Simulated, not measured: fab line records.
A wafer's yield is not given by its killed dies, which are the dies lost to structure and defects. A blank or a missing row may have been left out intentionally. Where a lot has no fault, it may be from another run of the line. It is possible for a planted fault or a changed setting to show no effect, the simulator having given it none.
Which of the tools did it? || flow sky130 || 36 wafers from 12 lots sampled at 6 of the route's 708 steps

WHAT THE GAUGES READ, wafer by wafer
SKY_FIELD_ISO_THK_MEAS_02.
{"lot": "L986", "measured": "day 1 16:53", "on": "film_metro-03", "FIELD_ISO_OXIDATION_00_THK (nm)": "12.01 12.28 12.43"}
{"lot": "L987", "measured": "day 1 22:43", "on": "film_metro-02", "FIELD_ISO_OXIDATION_00_THK (nm)": "12.59 12.34 12.67"}
{"lot": "L989", "measured": "day 2 07:38", "on": "film_metro-03", "FIELD_ISO_OXIDATION_00_THK (nm)": "11.90 11.83 11.90"}
{"lot": "L990", "measured": "day 2 12:38", "on": "film_metro-01", "FIELD_ISO_OXIDATION_00_THK (nm)": "12.04 11.99 12.00"}
{"lot": "L992", "measured": "day 2 22:38", "on": "film_metro-03", "FIELD_ISO_OXIDATION_00_THK (nm)": "12.07 12.24 11.94"}
{"lot": "L994", "measured": "day 3 08:38", "on": "film_metro-03", "FIELD_ISO_OXIDATION_00_THK (nm)": "12.35 12.26 12.11"}
{"lot": "L995", "measured": "day 3 15:27", "on": "film_metro-02", "FIELD_ISO_OXIDATION_00_THK (nm)": "12.30 12.19 12.07"}
{"lot": "L996", "measured": "day 3 22:13", "on": "film_metro-03", "FIELD_ISO_OXIDATION_00_THK (nm)": "11.90 12.05 11.75"}
{"lot": "L999", "measured": "day 4 09:43", "on": "film_metro-02", "FIELD_ISO_OXIDATION_00_THK (nm)": "12.49 12.19 12.12"}
{"lot": "L100", "measured": "day 4 14:42", "on": "film_metro-01", "FIELD_ISO_OXIDATION_00_THK (nm)": "11.91 11.95 12.00"}
{"lot": "L106", "measured": "day 5 20:39", "on": "film_metro-03", "FIELD_ISO_OXIDATION_00_THK (nm)": "11.87 11.65 11.83"}
{"lot": "L108", "measured": "day 6 06:41", "on": "film_metro-03", "FIELD_ISO_OXIDATION_00_THK (nm)": "12.01 12.06 12.08"}

SKY_FIELD_ISO_THK_MEAS_25.
{"lot": "L986", "measured": "day 2 12:52", "on": "film_metro-02", "FIELD_ISO_CVD_24_THK (nm)": "594 580 594"}
{"lot": "L987", "measured": "day 2 18:57", "on": "film_metro-03", "FIELD_ISO_CVD_24_THK (nm)": "585 583 590"}
{"lot": "L989", "measured": "day 3 09:56", "on": "film_metro-01", "FIELD_ISO_CVD_24_THK (nm)": "583 581 593"}
{"lot": "L990", "measured": "day 3 13:58", "on": "film_metro-03", "FIELD_ISO_CVD_24_THK (nm)": "593 603 595"}
{"lot": "L992", "measured": "day 3 22:49", "on": "film_metro-01", "FIELD_ISO_CVD_24_THK (nm)": "603 594 600"}
{"lot": "L994", "measured": "day 4 08:20", "on": "film_metro-03", "FIELD_ISO_CVD_24_THK (nm)": "591 603 602"}
{"lot": "L995", "measured": "day 4 15:13", "on": "film_metro-02", "FIELD_ISO_CVD_24_THK (nm)": "596 607 602"}
{"lot": "L996", "measured": "day 4 20:58", "on": "film_metro-03", "FIELD_ISO_CVD_24_THK (nm)": "589 590 593"}
{"lot": "L999", "measured": "day 5 09:04", "on": "film_metro-01", "FIELD_ISO_CVD_24_THK (nm)": "590 595 589"}
{"lot": "L100", "measured": "day 5 15:09", "on": "film_metro-01", "FIELD_ISO_CVD_24_THK (nm)": "595 587 594"}
{"lot": "L106", "measured": "day 6 22:58", "on": "film_metro-02", "FIELD_ISO_CVD_24_THK (nm)": "599 597 585"}
{"lot": "L108", "measured": "day 7 08:23", "on": "film_metro-02", "FIELD_ISO_CVD_24_THK (nm)": "589 581 583"}

SKY_NWELL_OVL_MEAS_23.
{"lot": "L986", "measured": "day 5 23:46", "on": "overlay-01", "NWELL_01_OVL (nm)": "0.6 -3.0 0.0"}
{"lot": "L987", "measured": "day 6 04:09", "on": "overlay-02", "NWELL_01_OVL (nm)": "-0.2 0.8 1.3"}
{"lot": "L989", "measured": "day 7 00:53", "on": "overlay-01", "NWELL_01_OVL (nm)": "-0.5 -3.1 -3.0"}
{"lot": "L990", "measured": "day 7 08:41", "on": "overlay-01", "NWELL_01_OVL (nm)": "0.3 -2.0 -1.3"}
{"lot": "L992", "measured": "day 7 17:35", "on": "overlay-01", "NWELL_01_OVL (nm)": "0.0 0.1 0.0"}
{"lot": "L994", "measured": "day 8 02:20", "on": "overlay-01", "NWELL_01_OVL (nm)": "-0.2 -0.6 -1.6"}
{"lot": "L995", "measured": "day 8 08:29", "on": "overlay-01", "NWELL_01_OVL (nm)": "-0.1 -1.7 -2.6"}
{"lot": "L996", "measured": "day 8 17:36", "on": "overlay-02", "NWELL_01_OVL (nm)": "0.0 -0.3 -0.6"}
{"lot": "L999", "measured": "day 9 06:31", "on": "overlay-02", "NWELL_01_OVL (nm)": "- - -"}
{"lot": "L100", "measured": "day 9 13:14", "on": "overlay-02", "NWELL_01_OVL (nm)": "1.3 1.2 1.3"}
{"lot": "L106", "measured": "day 11 00:21", "on": "overlay-01", "NWELL_01_OVL (nm)": "0.2 -2.6 -1.5"}
{"lot": "L108", "measured": "day 11 10:02", "on": "overlay-02", "NWELL_01_OVL (nm)": "-1.7 -0.8 -2.0"}

SKY_NWELL_TW_MEAS_26.
{"lot": "L986", "measured": "day 6 00:03", "on": "film_metro-03", "NWELL_2_TW": "487.4 486.9 488.5"}
{"lot": "L987", "measured": "day 6 04:26", "on": "film_metro-04", "NWELL_2_TW": "497.7 495.2 494.5"}
{"lot": "L989", "measured": "day 7 01:11", "on": "film_metro-04", "NWELL_2_TW": "495.0 493.7 493.0"}
{"lot": "L990", "measured": "day 7 08:59", "on": "film_metro-04", "NWELL_2_TW": "495.9 494.2 494.1"}
{"lot": "L992", "measured": "day 7 17:53", "on": "film_metro-04", "NWELL_2_TW": "494.2 494.0 495.7"}
{"lot": "L994", "measured": "day 8 02:38", "on": "film_metro-04", "NWELL_2_TW": "491.0 495.2 497.0"}
{"lot": "L995", "measured": "day 8 08:47", "on": "film_metro-03", "NWELL_2_TW": "495.0 497.4 495.4"}
{"lot": "L996", "measured": "day 8 17:54", "on": "film_metro-04", "NWELL_2_TW": "493.8 491.8 494.2"}
{"lot": "L999", "measured": "day 9 06:48", "on": "film_metro-03", "NWELL_2_TW": "29.7 29.8 29.7 29.8 29.5 29.6"}
{"lot": "L100", "measured": "day 9 13:31", "on": "film_metro-01", "NWELL_2_TW": "495.3 492.4 495.7"}
{"lot": "L106", "measured": "day 11 00:38", "on": "film_metro-04", "NWELL_2_TW": "493.5 494.5 494.4"}
{"lot": "L108", "measured": "day 11 10:20", "on": "film_metro-04", "NWELL_2_TW": "496.9 494.9 496.6"}

TOOL THAT RAN EACH LOT (tool first, then ch and the chambers of the sampled wafers, then the start)
{"lot": "L986", "SKY_FIELD_ISO_ETCH_17": "rie_si-02 ch 0,2,3, day 2 11:13", "SKY_NWELL_EXPOSE_20": "iline_stepper-02 ch 0, day 5 14:07"}
{"lot": "L987", "SKY_FIELD_ISO_ETCH_17": "rie_si-02 ch 0,1,2, day 2 16:34", "SKY_NWELL_EXPOSE_20": "iline_stepper-02 ch 0, day 5 17:43"}
{"lot": "L989", "SKY_FIELD_ISO_ETCH_17": "rie_si-01 ch 1,2,3, day 3 07:26", "SKY_NWELL_EXPOSE_20": "iline_stepper-01 ch 0, day 6 14:49"}
{"lot": "L990", "SKY_FIELD_ISO_ETCH_17": "rie_si-02 ch 0,1,3, day 3 11:04", "SKY_NWELL_EXPOSE_20": "iline_stepper-01 ch 0, day 6 21:26"}
{"lot": "L992", "SKY_FIELD_ISO_ETCH_17": "rie_si-01 ch 0,1,2, day 3 19:59", "SKY_NWELL_EXPOSE_20": "iline_stepper-01 ch 0, day 7 06:25"}
{"lot": "L994", "SKY_FIELD_ISO_ETCH_17": "rie_si-02 ch 0,2,3, day 4 06:41", "SKY_NWELL_EXPOSE_20": "iline_stepper-01 ch 0, day 7 15:11"}
{"lot": "L995", "SKY_FIELD_ISO_ETCH_17": "rie_si-02 ch 0,1,2, day 4 12:55", "SKY_NWELL_EXPOSE_20": "iline_stepper-01 ch 0, day 7 20:40"}
{"lot": "L996", "SKY_FIELD_ISO_ETCH_17": "rie_si-01 ch 0,1,2, day 4 18:55", "SKY_NWELL_EXPOSE_20": "iline_stepper-02 ch 0, day 8 06:09"}
{"lot": "L999", "SKY_FIELD_ISO_ETCH_17": "rie_si-02 ch 0,1,3, day 5 07:25", "SKY_NWELL_EXPOSE_20": "iline_stepper-01 ch 0, day 8 18:32"}
{"lot": "L100", "SKY_FIELD_ISO_ETCH_17": "rie_si-01 ch 0,1,2, day 5 12:52", "SKY_NWELL_EXPOSE_20": "iline_stepper-02 ch 0, day 9 01:14"}
{"lot": "L106", "SKY_FIELD_ISO_ETCH_17": "rie_si-02 ch 0,1,3, day 6 20:02", "SKY_NWELL_EXPOSE_20": "iline_stepper-02 ch 0, day 10 13:47"}
{"lot": "L108", "SKY_FIELD_ISO_ETCH_17": "rie_si-02 ch 0,1,3, day 7 06:15", "SKY_NWELL_EXPOSE_20": "iline_stepper-01 ch 0, day 10 23:02"}
- SKY_FIELD_ISO_ETCH_17: etches Si in HBr/Cl2/O2, target depth 342 nm, time 97.7 s.
- SKY_NWELL_EXPOSE_20: exposes mask NWM COMPLEMENT, target cd 840 nm.

AS READ BY THE TOOLS THEMSELVES (means over the sampled wafers that have a number; for cases with no such wafer, the mark the record gives instead)
SKY_FIELD_ISO_ETCH_17.
{"lot": "L986", "tool": "rie_si-02", "drypump_motor_current_A (A)": 5.7, "oes_product_au (a.u.)": 0.998, "throttle_valve_pct (%)": 25.654}
{"lot": "L987", "tool": "rie_si-02", "drypump_motor_current_A (A)": 5.5, "oes_product_au (a.u.)": 1.001, "throttle_valve_pct (%)": 25.658}
{"lot": "L989", "tool": "rie_si-01", "drypump_motor_current_A (A)": 6.0, "oes_product_au (a.u.)": 1.007, "throttle_valve_pct (%)": 25.655}
{"lot": "L990", "tool": "rie_si-02", "drypump_motor_current_A (A)": 5.5, "oes_product_au (a.u.)": 0.998, "throttle_valve_pct (%)": 25.662}
{"lot": "L992", "tool": "rie_si-01", "drypump_motor_current_A (A)": 5.6, "oes_product_au (a.u.)": 0.998, "throttle_valve_pct (%)": 25.663}
{"lot": "L994", "tool": "rie_si-02", "drypump_motor_current_A (A)": 5.7, "oes_product_au (a.u.)": 0.988, "throttle_valve_pct (%)": 25.671}
{"lot": "L995", "tool": "rie_si-02", "drypump_motor_current_A (A)": 5.5, "oes_product_au (a.u.)": 0.998, "throttle_valve_pct (%)": 25.659}
{"lot": "L996", "tool": "rie_si-01", "drypump_motor_current_A (A)": 5.5, "oes_product_au (a.u.)": 1.002, "throttle_valve_pct (%)": 25.655}
{"lot": "L999", "tool": "rie_si-02", "drypump_motor_current_A (A)": 5.4, "oes_product_au (a.u.)": 1.009, "throttle_valve_pct (%)": 25.651}
{"lot": "L100", "tool": "rie_si-01", "drypump_motor_current_A (A)": 5.6, "oes_product_au (a.u.)": 0.998, "throttle_valve_pct (%)": 25.657}
{"lot": "L106", "tool": "rie_si-02", "drypump_motor_current_A (A)": 5.4, "oes_product_au (a.u.)": 0.999, "throttle_valve_pct (%)": 25.651}
{"lot": "L108", "tool": "rie_si-02", "drypump_motor_current_A (A)": 5.4, "oes_product_au (a.u.)": 1.003, "throttle_valve_pct (%)": 25.653}

THE ANSWER, worked out from the rows above alone
Rule: the lots themselves supply what counts as usual. The widest of any qualifying gaps counts: lots, ordered by their means at a reading, are off when they make up no more than a third of the lots, leave a main group of 4 or more, and stand apart from it by 3 or more times the standard deviation of that group's means. The tables above print the reading to a certain number of digits; a main group whose means all agree to those digits is not used. Also off: a lot with no number at a reading for which 4 or more lots have one. Where the step has rows for the other lots, those lots are counted as sound. The gauges are gone through in route order, then the tools' own readings, and for those a lot's mean is taken as printed above. The first step at which some lot is off is used, and at that step the reading that is off furthest; a lot without a number counts as furthest.
Off: L999, seen at SKY_NWELL_OVL_MEAS_23 (NWELL_01_OVL). Without a number there: L999. For the main group the mean is -0.7 nm and the standard deviation 0.97.
A tool fits if, at a process step before that reading, it ran every lot that is off, and no sound lot after the first of them. Not tried: the gauges at SKY_NWELL_OVL_MEAS_23; whatever is off there is also off at SKY_NWELL_TW_MEAS_26, on other tools, and gauge error can't account for it. Not one of the candidates tried fits.

WHAT THE SIMULATOR HAD INSERTED
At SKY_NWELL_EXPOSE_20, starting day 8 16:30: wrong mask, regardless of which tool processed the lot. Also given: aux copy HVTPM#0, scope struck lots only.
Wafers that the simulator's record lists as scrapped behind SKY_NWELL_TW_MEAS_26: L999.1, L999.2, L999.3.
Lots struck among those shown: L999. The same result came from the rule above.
